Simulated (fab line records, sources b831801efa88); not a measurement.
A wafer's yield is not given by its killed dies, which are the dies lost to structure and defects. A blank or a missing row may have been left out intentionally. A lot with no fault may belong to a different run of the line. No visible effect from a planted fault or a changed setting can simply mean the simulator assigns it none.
fab line records	flow sky130
[record] lots = 7	wafers = 21	last_day = 50
route steps=708 shown VIA2@516 PAD_OPEN@708
lots that met no fault: taken from a fault-free run of the same line
start_h: hours from the record's first day to the start of the lot's first wafer shown	wait_h: how many hours have passed since the lot's step before this one	" repeats the value in the row above	L1.1+2: a row that stands for several wafers	- no value, or no start given	* or withheld: withheld	< > ~ a bound
route shown NAME@n: a module of which the file shows steps, and the number in the route of the first	usual: the fault-free wafers' mean and standard deviation	same: alike in all rows	chamber/n: place in a boat	sites: readings site by site	_std_site: how widely they spread, as a standard deviation	_edge_site: mean of outer sites minus mean of inner sites	radius_mm: how far each site lies from the wafer's centre	mask NAME#n: copy n	behind: tool/chamber where the wafer was last shaped	hold: reason for holding the lot/hours on hold/outcome of the hold	device: which transistor (n, p or np) failed to switch	end of line: tests of these same wafers at the route's end	a step without rows: its recipe alone	killed: count of dies lost to structure and defects at first sort (not the wafer's yield)	map: dies across one wafer; x = killed, . = not, _ = none there
set.NAME: setting as actually run; set.NAME@STEP: the setting as run at that earlier step	model.NAME: the simulator's own value behind a step, which no gauge read
lots at some steps of the route; a table a step, a row a wafer
services: when a tool's chamber went out of use (start_h, in hours from the record's first day, below 0 if earlier), for how many hours, and the reason
[[steps]]
[step SKY_VIA2_EXPOSE_09]
[recipe] mask_id = VIM2	na = 0.8	source_shape = annular	sigma_inner = 0.55	sigma_outer = 0.85	target_cd_nm = 200	dose_mj = 38
[step SKY_VIA2_PEB_10]
[recipe] peb_temp_c = withheld	peb_time_s = withheld	resist = KrF-thick
[step SKY_VIA2_DEVELOP_11]
[recipe] develop_time_s = 60	resist = KrF-thick	dev_temp_c = 21
[step SKY_VIA2_CD_MEAS_12]
[recipe] target_cd_nm = 200
[usual] cd_nm = 200.1/1.3
lot.wafer	tool	chamber	start_h	wait_h	cd_nm
L738.1	cd_sem-01	-	900.09	-	199.5
L738.3	"	-	"	"	200.6
L738.5	"	-	"	"	199.0
L744.1	cd_sem-01	-	947.09	-	199.7
L744.5	"	-	"	"	199.5
L744.6	"	-	"	"	199.2
L745.2	cd_sem-02	-	948.48	-	199.7
L745.3	"	-	"	"	201.4
L745.6	"	-	"	"	200.8
L746.1	cd_sem-01	-	966.16	-	200.3
L746.2	"	-	"	"	200.6
L746.6	"	-	"	"	200.7
L747.4	cd_sem-01	-	967.10	-	199.9
L747.5	"	-	"	"	199.8
L747.6	"	-	"	"	198.8
L750.3	cd_sem-01	-	999.41	-	201.1
L750.4	"	-	"	"	200.6
L750.6	"	-	"	"	201.4
L751.1	cd_sem-02	-	999.94	-	201.1
L751.2	"	-	"	"	201.3
L751.6	"	-	"	"	201.3
[step SKY_VIA2_OVL_MEAS_13]
[usual] VIA2_OVL = 2/5.9
lot.wafer	tool	chamber	start_h	wait_h	VIA2_OVL[nm]
L738.1	overlay-02	-	900.21	0.1	8
L738.3	"	-	"	"	9
L738.5	"	-	"	"	5
L744.1	overlay-01	-	947.21	0.1	6
L744.5	"	-	"	"	1
L744.6	"	-	"	"	-2
L745.2	overlay-01	-	948.59	0.1	1
L745.3	"	-	"	"	3
L745.6	"	-	"	"	1
L746.1	overlay-02	-	966.28	0.1	-1
L746.2	"	-	"	"	-9
L746.6	"	-	"	"	-8
L747.4	overlay-02	-	967.17	0.1	-6
L747.5	"	-	"	"	1
L747.6	"	-	"	"	-6
L750.3	overlay-02	-	999.50	0.1	2
L750.4	"	-	"	"	-7
L750.6	"	-	"	"	-1
L751.1	overlay-01	-	1000.06	0.1	7
L751.2	"	-	"	"	10
L751.6	"	-	"	"	6
[step SKY_VIA2_ETCH_14]
[recipe] chemistry = N2/H2	target = BARC	ion_energy_ev = 200	source_w = 500	bias_w = 100	pressure_mtorr = 30	n2_flow_sccm = 100	h2_flow_sccm = 200	stop_on = SiO2	time_s = 45.9	target_depth_a = 600
[usual] drypump_motor_current_A = 5.7/0.31	oes_product_au = 0.854/0.0042	throttle_valve_pct = 13.225/0.0097
lot.wafer	tool	chamber	start_h	wait_h	drypump_motor_current_A	oes_product_au	rf_hours_counter_h	throttle_valve_pct
L738.1	rie_diel-01	0	900.24	0.0	5.3	0.857	11	13.222
L738.3	"	2	"	"	6.2	0.858	20	13.230
L738.5	"	2	"	"	6.2	0.859	-	13.221
L744.1	rie_diel-04	2	947.24	0.0	5.7	0.849	19	13.220
L744.5	"	1	"	"	5.8	0.854	-	13.227
L744.6	"	0	"	"	5.9	0.850	-	13.232
L745.2	rie_diel-04	0	948.62	0.0	5.9	0.846	2	13.232
L745.3	"	2	"	"	5.7	0.856	19	13.225
L745.6	"	0	"	"	5.8	0.854	-	13.233
L746.1	rie_diel-04	3	966.32	0.0	6.0	0.864	21	13.216
L746.2	"	0	"	"	5.9	0.846	3	13.218
L746.6	"	0	"	"	5.9	0.850	-	13.224
L747.4	rie_diel-01	2	967.21	0.0	6.2	0.850	-	13.216
L747.5	"	3	"	"	5.4	0.856	-	13.233
L747.6	"	2	"	"	6.2	0.849	-	13.225
L750.3	rie_diel-04	1	999.52	0.0	5.8	0.848	11	13.255
L750.4	"	2	"	"	5.8	0.855	20	13.223
L750.6	"	3	"	"	6.0	0.853	-	13.214
L751.1	rie_diel-03	2	1000.09	0.0	5.2	0.850	4	13.209
L751.2	"	0	"	"	5.4	0.851	21	13.229
L751.6	"	2	"	"	5.2	0.854	-	13.223
[step SKY_VIA2_ETCH_15]
[recipe] target = SiO2	chemistry = C4F8/O2/Ar	target_depth_nm = 546	stop_on = TiN	mask_material = KrF-thick	source_w = 1500	bias_w = 1200	pressure_mtorr = 40	c4f8_flow_sccm = withheld	O2_flow_sccm = 6	Ar_flow_sccm = 300	time_s = 84
[usual] oes_product_au = 0.939/0.0047
lot.wafer	tool	chamber	start_h	wait_h	oes_product_au	rf_hours_counter_h
L738.1	rie_diel-01	0	900.28	0.0	0.942	11
L738.3	"	2	"	"	0.946	20
L738.5	"	2	"	"	0.934	-
L744.1	rie_diel-04	2	947.28	0.0	0.935	19
L744.5	"	1	"	"	0.938	-
L744.6	"	0	"	"	0.935	-
L745.2	rie_diel-04	0	948.66	0.0	0.941	2
L745.3	"	2	"	"	0.938	19
L745.6	"	0	"	"	0.939	-
L746.1	rie_diel-04	3	966.36	0.0	0.945	21
L746.2	"	0	"	"	0.936	3
L746.6	"	0	"	"	0.937	-
L747.4	rie_diel-01	2	967.29	0.1	0.944	-
L747.5	"	3	"	"	0.942	-
L747.6	"	2	"	"	0.942	-
L750.3	rie_diel-04	1	999.56	0.0	0.940	12
L750.4	"	2	"	"	0.941	20
L750.6	"	3	"	"	0.945	-
L751.1	rie_diel-03	2	1000.13	0.0	0.941	4
L751.2	"	0	"	"	0.933	21
L751.6	"	2	"	"	0.934	-
[step SKY_VIA2_STRIP_16]
[recipe] chemistry = O2/N2	power_w = 1400	pressure_mtorr = 1500	platen_temp_c = withheld	o2_flow_sccm = 3000	n2_flow_sccm = 300	overash_fraction = 0.5
[usual] drypump_motor_current_A = 5.74/0.26	o2_flow_sccm = 2999/8.9	oes_product_au = 0.398/0.0046	strip_time_to_endpoint_s = 4.048/0.025
lot.wafer	tool	chamber	start_h	wait_h	drypump_motor_current_A	o2_flow_sccm	oes_product_au	rf_hours_counter_h	strip_time_to_endpoint_s
L738.1	plasma_asher-02	0	900.35	0.0	5.64	2986	0.400	15	4.075
L738.3	"	1	"	"	5.99	3005	0.391	-	4.043
L738.5	"	1	"	"	6.01	3011	0.398	-	4.054
L744.1	plasma_asher-04	1	947.35	0.0	5.96	2988	0.399	52	4.080
L744.5	"	0	"	"	5.26	3001	0.396	-	4.055
L744.6	"	1	"	"	5.97	2995	0.400	-	4.063
L745.2	plasma_asher-04	0	948.73	0.0	5.28	3010	0.398	52	4.057
L745.3	"	1	"	"	6.02	3004	0.396	-	4.037
L745.6	"	0	"	"	5.29	3011	0.399	-	4.047
L746.1	plasma_asher-02	0	966.43	0.0	5.64	3007	0.396	22	4.069
L746.2	"	1	"	"	6.00	3001	0.402	22	4.088
L746.6	"	0	"	"	5.64	2980	0.396	-	4.085
L747.4	plasma_asher-03	0	967.38	0.1	5.53	2997	0.407	-	4.031
L747.5	"	0	"	"	5.54	2996	0.402	-	4.056
L747.6	"	1	"	"	5.91	2981	0.403	-	4.020
L750.3	plasma_asher-04	0	999.66	0.1	5.27	2993	0.403	-	4.011
L750.4	"	1	"	"	5.95	2992	0.399	-	4.053
L750.6	"	1	"	"	5.97	2993	0.387	-	4.024
L751.1	plasma_asher-02	1	1000.20	0.0	5.99	2995	0.396	26	4.054
L751.2	"	0	"	"	5.63	2997	0.391	26	4.027
L751.6	"	1	"	"	5.99	2996	0.399	-	4.042
[step SKY_VIA2_STRIP_17]
[recipe] chemistry = post_etch_residue_remover	time_s = 1200	temp_c = 72.5
[step SKY_VIA2_CLEAN_18]
[recipe] chemistry = IPA	time_s = 180	temp_c = 25
[step SKY_VIA2_CLEAN_19]
[recipe] chemistry = O3/DIW	dry = n2_spin
[step SKY_VIA2_SPUTTER_20]
[recipe] material = TiN	target_thk_nm = 20	chamber_pressure_pa = 5	power_w = 4000	time_s = 80
[usual] throttle_valve_pct = 29.7/0.91
lot.wafer	tool	chamber	start_h	wait_h	throttle_valve_pct
L738.1	pvd_sputter-02	-	900.94	0.0	29.3
L738.3	"	-	"	"	28.1
L738.5	"	-	"	"	29.5
L744.1	pvd_sputter-04	-	947.98	0.0	29.0
L744.5	"	-	"	"	29.5
L744.6	"	-	"	"	30.0
L745.2	pvd_sputter-04	-	949.32	0.0	28.9
L745.3	"	-	"	"	29.8
L745.6	"	-	"	"	29.6
L746.1	pvd_sputter-03	-	967.08	0.0	31.5
L746.2	"	-	"	"	31.2
L746.6	"	-	"	"	28.6
L747.4	pvd_sputter-04	-	967.96	0.0	29.9
L747.5	"	-	"	"	28.5
L747.6	"	-	"	"	30.8
L750.3	pvd_sputter-02	-	1000.38	0.0	29.3
L750.4	"	-	"	"	28.1
L750.6	"	-	"	"	29.6
L751.1	pvd_sputter-04	-	1000.96	0.0	30.9
L751.2	"	-	"	"	29.7
L751.6	"	-	"	"	29.4
[step SKY_VIA2_CVD_21]
[recipe] material = W	target_thk_nm = 420	time_s = 126.4	temp_c = 400	pressure_torr = 40
[usual] chamber_pressure_Torr = 40.00/0.093	heater_power_outer_w = 490/12	heater_power_w = 839/52
lot.wafer	tool	chamber	start_h	wait_h	chamber_pressure_Torr	heater_power_outer_w	heater_power_w
L738.1	cvd_w-02	1	901.00	0.0	40.04	496	823
L738.3	"	1	"	"	40.04	492	840
L738.5	"	0	"	"	40.24	479	884
L744.1	cvd_w-02	1	948.04	0.0	40.10	491	812
L744.5	"	1	"	"	39.91	487	845
L744.6	"	0	"	"	39.95	494	872
L745.2	cvd_w-01	1	949.38	0.0	-	-	-
L745.3	"	1	"	"	-	-	-
L745.6	"	0	"	"	-	-	-
L746.1	cvd_w-01	0	967.15	0.0	-	-	-
L746.2	"	1	"	"	-	-	-
L746.6	"	1	"	"	-	-	-
L747.4	cvd_w-02	1	968.06	0.1	-	-	-
L747.5	"	0	"	"	-	-	-
L747.6	"	1	"	"	-	-	-
L750.3	cvd_w-02	0	1000.49	0.1	39.97	500	870
L750.4	"	1	"	"	39.99	498	844
L750.6	"	0	"	"	39.82	492	896
L751.1	cvd_w-01	0	1001.02	0.0	39.97	483	900
L751.2	"	1	"	"	39.76	469	745
L751.6	"	0	"	"	39.84	487	882
[step SKY_VIA2_RS_MEAS_22]
[recipe] thk_meas_gauge = four-point-probe	reads = W_of_VIA2_CVD_21+TiN_of_VIA2_SPUTTER_20
[usual] VIA2_W_RS = 0.2715/0.0023
lot.wafer	tool	chamber	start_h	wait_h	VIA2_W_RS[ohm/sq]
L738.1	film_metro-04	-	901.13	0.1	0.2727
L738.3	"	-	"	"	0.2717
L738.5	"	-	"	"	0.2676
L744.1	film_metro-03	-	948.18	0.1	0.2736
L744.5	"	-	"	"	0.2738
L744.6	"	-	"	"	0.2729
L745.2	film_metro-03	-	949.53	0.1	58.003
L745.3	"	-	"	"	58.159
L745.6	"	-	"	"	58.373
L746.1	film_metro-04	-	967.28	0.1	58.101
L746.2	"	-	"	"	56.806
L746.6	"	-	"	"	57.113
L747.4	film_metro-03	-	968.21	0.1	57.436
L747.5	"	-	"	"	58.105
L747.6	"	-	"	"	58.324
L750.3	film_metro-01	-	1000.61	0.1	0.2697
L750.4	"	-	"	"	0.2685
L750.6	"	-	"	"	0.2702
L751.1	film_metro-01	-	1001.15	0.1	0.2687
L751.2	"	-	"	"	0.2756
L751.6	"	-	"	"	0.2704
[step SKY_VIA2_THK_MEAS_23]
[recipe] thk_meas_gauge = xrf	reads = W_of_VIA2_CVD_21
[usual] VIA2_W_THK = 417/8.7
lot.wafer	tool	chamber	start_h	wait_h	VIA2_W_THK[nm]
L738.1	film_metro-04	-	901.25	0.1	422
L738.3	"	-	"	"	422
L738.5	"	-	"	"	430
L744.1	film_metro-03	-	948.30	0.1	408
L744.5	"	-	"	"	410
L744.6	"	-	"	"	408
L745.2	film_metro-03	-	949.64	0.1	<0
L745.3	"	-	"	"	-
L745.6	"	-	"	"	<0
L746.1	film_metro-04	-	967.40	0.1	<0
L746.2	"	-	"	"	-
L746.6	"	-	"	"	-
L747.4	film_metro-03	-	968.30	0.1	-
L747.5	"	-	"	"	-
L747.6	"	-	"	"	-
L750.3	film_metro-01	-	1000.71	0.1	432
L750.4	"	-	"	"	435
L750.6	"	-	"	"	430
L751.1	film_metro-01	-	1001.27	0.1	433
L751.2	"	-	"	"	421
L751.6	"	-	"	"	427
[step SKY_VIA2_CMP_24]
[recipe] stop_on = SiO2	t_overpolish_s = 20	down_force_psi = 3.5	platen_rpm = 60	target_thk_nm = 0	pad_velocity_m_s = 0.94248
[usual] motor_current_A = 11.0/1.4	slurry_flow_ml_min = 150.0/0.48	time_to_endpoint_s = 99/4.9
lot.wafer	tool	chamber	start_h	wait_h	motor_current_A	slurry_flow_ml_min	time_to_endpoint_s
L738.1	cmp-01	2	901.31	0.1	12.9	150.6	100
L738.3	"	0	"	"	9.0	149.7	99
L738.5	"	2	"	"	13.4	150.5	98
L744.1	cmp-02	0	948.51	0.2	9.3	150.5	109
L744.5	"	1	"	"	11.1	149.4	99
L744.6	"	2	"	"	12.0	149.3	105
L745.2	cmp-01	1	949.69	0.0	12.3	150.4	1
L745.3	"	0	"	"	9.7	150.6	4
L745.6	"	1	"	"	12.3	149.9	1
L746.1	cmp-02	0	967.51	0.1	9.0	150.5	8
L746.2	"	1	"	"	10.9	149.3	2
L746.6	"	0	"	"	9.3	150.2	5
L747.4	cmp-02	2	968.38	0.1	13.2	150.0	8
L747.6	"	1	"	"	10.7	150.5	3
L747.5	"	2	"	"	12.7	149.7	7
L750.3	cmp-02	3	1000.93	0.2	10.0	150.1	103
L750.4	"	0	"	"	10.0	150.3	108
L750.6	"	3	"	"	10.3	150.2	102
L751.1	cmp-02	2	1001.43	0.1	13.3	149.4	105
L751.2	"	3	"	"	10.3	150.1	97
L751.6	"	0	"	"	9.0	150.4	105
[step SKY_PAD_OPEN_PROBE_99]
[usual] defect_limited_yield = 82.5/2	killed_at_M0_to_M3 = 42/6.6	killed_at_M4_up = 3.1/1.9	killed_at_contacts = 25/5.7	killed_at_front_end = 16/5	killed_at_other = 0.2/0.38	killed_dies = 86/9.6	killed_on_rim = 16/4	killed_open = 47/7.2	killed_short = 39/6.2	sort_bin_3_pad_short = 0.9/0.44	sort_bin_5_function = 10.3/1.5	sort_bin_6_memory = 6.2/1.1	sort_n_pass = 406/9.6	sort_yield_pct = 82.5/2
[same] gross_dies = 492	killed_at_back_side = 0	sort_bin_4_leakage[%] = 0	sort_bin_8_speed[%] = 0
lot.wafer	tool	chamber	start_h	wait_h	defect_limited_yield[%]	killed_at_M0_to_M3	killed_at_M4_up	killed_at_contacts	killed_at_front_end	killed_at_other	killed_dies	killed_on_rim	killed_open	killed_short	sort_bin_3_pad_short[%]	sort_bin_5_function[%]	sort_bin_6_memory[%]	sort_n_pass	sort_yield_pct[%]
L738.1	prober-02	-	1118.86	0.1	80.1	49	5	29	15	0	98	16	54	44	1.8	11.0	7.1	394	80.1
L738.3	prober-02	-	1118.96	0.2	82.9	42	2	26	14	0	84	12	42	42	1.6	10.0	5.5	408	82.9
L738.5	prober-02	-	1119.06	0.2	82.9	38	1	24	21	0	84	18	54	30	0.6	10.4	6.1	408	82.9
L744.1	prober-02	-	1152.69	0.1	82.9	40	3	32	9	0	84	13	52	32	1.0	10.2	5.9	408	82.9
L744.5	prober-02	-	1152.89	0.2	81.5	43	3	32	12	1	91	16	44	47	0.2	11.0	7.3	401	81.5
L744.6	prober-02	-	1152.94	0.2	79.3	45	3	28	26	0	102	16	60	42	1.8	14.0	4.9	390	79.3
L745.2	prober-01	-	1154.24	0.1	0	453	0	23	16	0	492	96	47	37	1.0	93.3	5.7	0	0
L745.3	prober-01	-	1154.29	0.2	0	446	1	27	18	0	492	96	37	38	0	94.3	5.7	0	0
L745.6	prober-01	-	1154.44	0.2	0	444	3	24	21	0	492	96	42	38	0.6	92.3	7.1	0	0
L746.1	prober-02	-	1166.54	0.1	0	462	3	19	8	0	492	96	48	27	0.4	93.7	5.9	0	0
L746.2	prober-02	-	1166.59	0.1	0	446	10	25	11	0	492	96	41	44	0.6	94.9	4.5	0	0
L746.6	prober-02	-	1166.79	0.2	0	442	0	30	20	0	492	96	50	39	0.2	92.9	6.9	0	0
L747.4	prober-01	-	1167.89	0.2	0	459	0	19	14	0	492	96	39	38	0.6	92.9	6.5	0	0
L747.5	prober-01	-	1167.94	0.2	0	447	4	20	21	0	492	96	34	49	1.8	92.7	5.5	0	0
L747.6	prober-01	-	1167.99	0.2	0	445	2	29	16	0	492	96	54	38	1.0	91.1	7.9	0	0
L750.3	prober-02	-	1189.86	0.2	79.7	51	1	24	24	0	100	17	65	35	0.8	11.6	7.9	392	79.7
L750.4	prober-02	-	1189.91	0.2	84.3	39	3	24	10	1	77	15	45	32	1.2	8.9	5.5	415	84.3
L750.6	prober-02	-	1190.01	0.2	83.3	44	8	14	16	0	82	17	45	37	0.6	7.3	8.7	410	83.3
L751.1	prober-01	-	1191.85	0.1	84.3	36	6	23	12	0	77	16	41	36	0.6	8.5	6.5	415	84.3
L751.2	prober-01	-	1191.90	0.1	82.5	42	5	25	14	0	86	18	46	40	1.4	10.6	5.5	406	82.5
L751.6	prober-01	-	1192.10	0.2	80.3	43	2	32	20	0	97	20	49	48	1.4	10.6	7.7	395	80.3
// killed by level:class
L738.1 CONTACT:geometric_particle:open=12 VIA1:geometric_particle:open=12 VIA2:geometric_particle:open=9 LI_CONTACT:geometric_particle:open=7 CONTACT:geometric_particle:short=7 METAL2:geometric_particle:short=7 VIA1:geometric_particle:short=5 VIA3:geometric_particle:short=5
L738.3 VIA1:geometric_particle:open=9 LI_CONTACT:geometric_particle:open=7 VIA2:geometric_particle:open=7 FIELD_ISO:geometric_particle:short=6 CONTACT:geometric_particle:open=6 METAL1:geometric_particle:short=6 VIA1:geometric_particle:short=6 LOCAL_INTERCONNECT:geometric_particle:short=4
L738.5 CONTACT:geometric_particle:open=15 VIA1:geometric_particle:open=10 VIA3:geometric_particle:open=9 FIELD_ISO:geometric_particle:short=6 METAL2:geometric_particle:short=5 VIA2:geometric_particle:open=5 FIELD_ISO:geometric_particle:open=4 CONTACT:geometric_particle:short=4
L744.1 CONTACT:geometric_particle:open=18 VIA1:geometric_particle:open=16 LI_CONTACT:geometric_particle:open=5 METAL2:geometric_particle:short=4 VIA3:geometric_particle:short=4 VIA1:geometric_particle:short=3 CONTACT:geometric_particle:short=3 METAL1:geometric_particle:short=3
L744.5 VIA1:geometric_particle:open=11 CONTACT:geometric_particle:short=11 LOCAL_INTERCONNECT:geometric_particle:short=8 VIA2:geometric_particle:open=7 LI_CONTACT:geometric_particle:open=6 FIELD_ISO:geometric_particle:open=5 CONTACT:geometric_particle:open=5 METAL2:geometric_particle:short=5
L744.6 VIA1:geometric_particle:open=14 LI_CONTACT:geometric_particle:open=11 CONTACT:geometric_particle:open=10 FIELD_ISO:geometric_particle:short=8 POLY_GATE:geometric_particle:short=7 FIELD_ISO:geometric_particle:open=6 VIA1:geometric_particle:short=6 VIA2:geometric_particle:open=6
L745.2 VIA2:area_cvd=408 CONTACT:geometric_particle:open=10 VIA1:geometric_particle:open=10 VIA2:geometric_particle:open=7 VIA3:geometric_particle:open=7 METAL1:geometric_particle:short=6 LI_CONTACT:geometric_particle:open=6 VIA1:geometric_particle:short=6
L745.3 VIA2:area_cvd=417 CONTACT:geometric_particle:open=8 LI_CONTACT:geometric_particle:open=7 VIA1:geometric_particle:short=6 CONTACT:geometric_particle:short=5 VIA1:geometric_particle:open=5 VIA3:geometric_particle:open=4 FIELD_ISO:geometric_particle:open=3
L745.6 VIA2:area_cvd=412 LI_CONTACT:geometric_particle:open=9 VIA1:geometric_particle:open=9 CONTACT:geometric_particle:open=8 FIELD_ISO:geometric_particle:short=6 VIA1:geometric_particle:short=5 FIELD_ISO:geometric_particle:open=4 POLY_GATE:geometric_particle:short=4
L746.1 VIA2:area_cvd=417 VIA1:geometric_particle:open=11 VIA2:geometric_particle:open=7 LI_CONTACT:geometric_particle:open=6 CONTACT:geometric_particle:open=5 METAL2:geometric_particle:short=5 LOCAL_INTERCONNECT:geometric_particle:short=4 VIA1:geometric_particle:short=4
L746.2 VIA2:area_cvd=407 CONTACT:geometric_particle:open=10 VIA1:geometric_particle:open=8 VIA2:geometric_particle:short=6 LI_CONTACT:geometric_particle:open=6 CONTACT:geometric_particle:short=6 METAL2:geometric_particle:short=6 METAL4:geometric_particle:short=6
L746.6 VIA2:area_cvd=403 VIA1:geometric_particle:open=12 LI_CONTACT:geometric_particle:open=8 CONTACT:geometric_particle:open=7 POLY_GATE:geometric_particle:short=6 VIA3:geometric_particle:open=6 LOCAL_INTERCONNECT:geometric_particle:short=6 METAL2:geometric_particle:short=6
L747.4 VIA2:area_cvd=415 VIA1:geometric_particle:open=10 METAL2:geometric_particle:short=7 VIA1:geometric_particle:short=6 LI_CONTACT:geometric_particle:open=5 CONTACT:geometric_particle:open=5 CONTACT:geometric_particle:short=4 METAL1:geometric_particle:short=4
L747.5 VIA2:area_cvd=409 POLY_GATE:geometric_particle:short=9 METAL2:geometric_particle:short=7 CONTACT:geometric_particle:short=7 VIA1:geometric_particle:open=7 VIA1:geometric_particle:short=7 CONTACT:geometric_particle:open=5 LOCAL_INTERCONNECT:geometric_particle:short=4
L747.6 VIA2:area_cvd=400 CONTACT:geometric_particle:open=16 VIA1:geometric_particle:open=13 LI_CONTACT:geometric_particle:open=7 VIA2:geometric_particle:short=6 POLY_GATE:geometric_particle:short=5 VIA1:geometric_particle:short=5 METAL2:geometric_particle:short=5
L750.3 VIA1:geometric_particle:open=14 VIA2:geometric_particle:open=11 LI_CONTACT:geometric_particle:open=10 CONTACT:geometric_particle:open=8 VIA1:geometric_particle:short=6 POLY_GATE:geometric_particle:open=5 FIELD_ISO:geometric_particle:open=4 POLY_GATE:geometric_particle:short=4
L750.4 CONTACT:geometric_particle:open=14 METAL1:geometric_particle:short=9 VIA1:geometric_particle:open=6 VIA3:geometric_particle:open=5 LI_CONTACT:geometric_particle:open=4 METAL2:geometric_particle:short=4 POLY_GATE:geometric_particle:open=3 VIA3:geometric_particle:short=3
L750.6 VIA2:geometric_particle:open=13 VIA3:geometric_particle:open=12 METAL4:geometric_particle:short=8 FIELD_ISO:geometric_particle:short=7 VIA1:geometric_particle:open=7 FIELD_ISO:geometric_particle:open=5 LOCAL_INTERCONNECT:geometric_particle:short=4 CONTACT:geometric_particle:open=4
L751.1 CONTACT:geometric_particle:short=8 LI_CONTACT:geometric_particle:open=7 VIA1:geometric_particle:open=7 VIA1:geometric_particle:short=6 CONTACT:geometric_particle:open=5 METAL1:geometric_particle:open=4 METAL4:geometric_particle:short=4 METAL2:geometric_particle:short=4
L751.2 CONTACT:geometric_particle:short=8 VIA1:geometric_particle:open=8 VIA3:geometric_particle:open=7 VIA2:geometric_particle:open=6 CONTACT:geometric_particle:open=6 METAL2:geometric_particle:short=5 VIA1:geometric_particle:short=4 POLY_GATE:geometric_particle:short=4
L751.6 VIA1:geometric_particle:open=10 LI_CONTACT:geometric_particle:open=9 CONTACT:geometric_particle:open=9 FIELD_ISO:geometric_particle:short=7 CONTACT:geometric_particle:short=7 VIA3:geometric_particle:open=7 METAL1:geometric_particle:short=6 POLY_GATE:geometric_particle:short=5
// map L745.2 (x killed, . not)
__________xxxxxxxxxx_________
________xxxxxxxxxxxxxx_______
______xxxxxxxxxxxxxxxxxx_____
_____xxxxxxxxxxxxxxxxxxxx____
____xxxxxxxxxxxxxxxxxxxxxx___
___xxxxxxxxxxxxxxxxxxxxxxxx__
__xxxxxxxxxxxxxxxxxxxxxxxxxx_
_xxxxxxxxxxxxxxxxxxxxxxxxxxxx
_xxxxxxxxxxxxxxxxxxxxxxxxxxxx
_xxxxxxxxxxxxxxxxxxxxxxxxxxxx
_xxxxxxxxxxxxxxxxxxxxxxxxxxxx
_xxxxxxxxxxxxxxxxxxxxxxxxxxxx
_xxxxxxxxxxxxxxxxxxxxxxxxxxxx
_xxxxxxxxxxxxxxxxxxxxxxxxxxxx
_xxxxxxxxxxxxxxxxxxxxxxxxxxxx
__xxxxxxxxxxxxxxxxxxxxxxxxxx_
___xxxxxxxxxxxxxxxxxxxxxxxx__
____xxxxxxxxxxxxxxxxxxxxxx___
_____xxxxxxxxxxxxxxxxxxxx____
______xxxxxxxxxxxxxxxxxx_____
________xxxxxxxxxxxxxx_______
__________xxxxxxxxxx_________
// map L746.1 (x killed, . not)
__________xxxxxxxxxx_________
________xxxxxxxxxxxxxx_______
______xxxxxxxxxxxxxxxxxx_____
_____xxxxxxxxxxxxxxxxxxxx____
____xxxxxxxxxxxxxxxxxxxxxx___
___xxxxxxxxxxxxxxxxxxxxxxxx__
__xxxxxxxxxxxxxxxxxxxxxxxxxx_
_xxxxxxxxxxxxxxxxxxxxxxxxxxxx
_xxxxxxxxxxxxxxxxxxxxxxxxxxxx
_xxxxxxxxxxxxxxxxxxxxxxxxxxxx
_xxxxxxxxxxxxxxxxxxxxxxxxxxxx
_xxxxxxxxxxxxxxxxxxxxxxxxxxxx
_xxxxxxxxxxxxxxxxxxxxxxxxxxxx
_xxxxxxxxxxxxxxxxxxxxxxxxxxxx
_xxxxxxxxxxxxxxxxxxxxxxxxxxxx
__xxxxxxxxxxxxxxxxxxxxxxxxxx_
___xxxxxxxxxxxxxxxxxxxxxxxx__
____xxxxxxxxxxxxxxxxxxxxxx___
_____xxxxxxxxxxxxxxxxxxxx____
______xxxxxxxxxxxxxxxxxx_____
________xxxxxxxxxxxxxx_______
__________xxxxxxxxxx_________
[[services]]
tool	chamber	start_h	hours	kind
rie_diel-04	3	877.54	2.0	repair
cvd_w-02	1	886.28	8.1	repair
cmp-02	-	887.97	0.3	repair
pvd_sputter-04	-	888.09	2.7	repair
pvd_sputter-02	-	898.85	0.9	repair
cvd_w-01	-	904.00	14.0	pm
pvd_sputter-03	-	907.52	4.1	repair
cmp-02	-	911.49	7.9	pm
cmp-01	-	912.00	4.0	pm
pvd_sputter-04	3	924.76	-	consumable_replace:kit
pvd_sputter-04	3	924.76	18.0	scheduled_down
pvd_sputter-04	3	924.76	18.0	vent_cycle
cvd_w-01	1	936.93	1.4	repair
cmp-01	-	941.45	2.4	repair
rie_diel-03	0	942.80	2.8	repair
cvd_w-02	1	949.67	17.9	repair
cmp-02	-	954.22	0.5	repair
cmp-01	-	954.67	9.8	repair
rie_diel-01	0	957.21	16.2	repair
cmp-01	-	963.10	0.7	repair
rie_diel-01	1	966.90	7.1	repair
cmp-01	-	981.69	0.6	repair
cmp-01	-	993.37	8.0	repair
pvd_sputter-02	-	997.40	1.4	repair
[[key]]
[first_sign] step = SKY_VIA2_CVD_21	reading = tool_record	direction = missing
[effect] step = SKY_VIA2_RS_MEAS_22	reading = VIA2_W_RS	direction = up	sigmas = 99+	usual = 0.2715	struck = 57.825
[effect] step = SKY_VIA2_THK_MEAS_23	reading = VIA2_W_THK	direction = missing
[effect] step = SKY_VIA2_CMP_24	reading = time_to_endpoint_s	direction = down	sigmas = 19	usual = *	struck = *
[effect] step = SKY_PAD_OPEN_PROBE_99	reading = killed_at_M0_to_M3	direction = up	sigmas = 62	usual = 42	struck = 449
[more_kills_born_at] SKY_VIA2_CVD_21@cvd_w-01 = 2458	SKY_VIA2_CVD_21@cvd_w-02 = 1221
met_at SKY_VIA2_CVD_21
struck_wafers L745.2,L745.3,L745.6,L746.1,L746.2,L746.6,L747.4,L747.5,L747.6
later_rows_left_out L745.2,L745.3,L745.6,L746.1,L746.2,L746.6,L747.4,L747.5,L747.6
onset_between 948.04 949.38
[fault] kind = skipped_step_whole	tool = cvd_w-01,cvd_w-02	chamber = -	onset_h = 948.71	steps = SKY_VIA2_CVD_21	scope = struck_lots_only
// later_rows_left_out: the simulator's readings of these wafers behind a module that went badly wrong aren't trusted and aren't shown, but for the sort
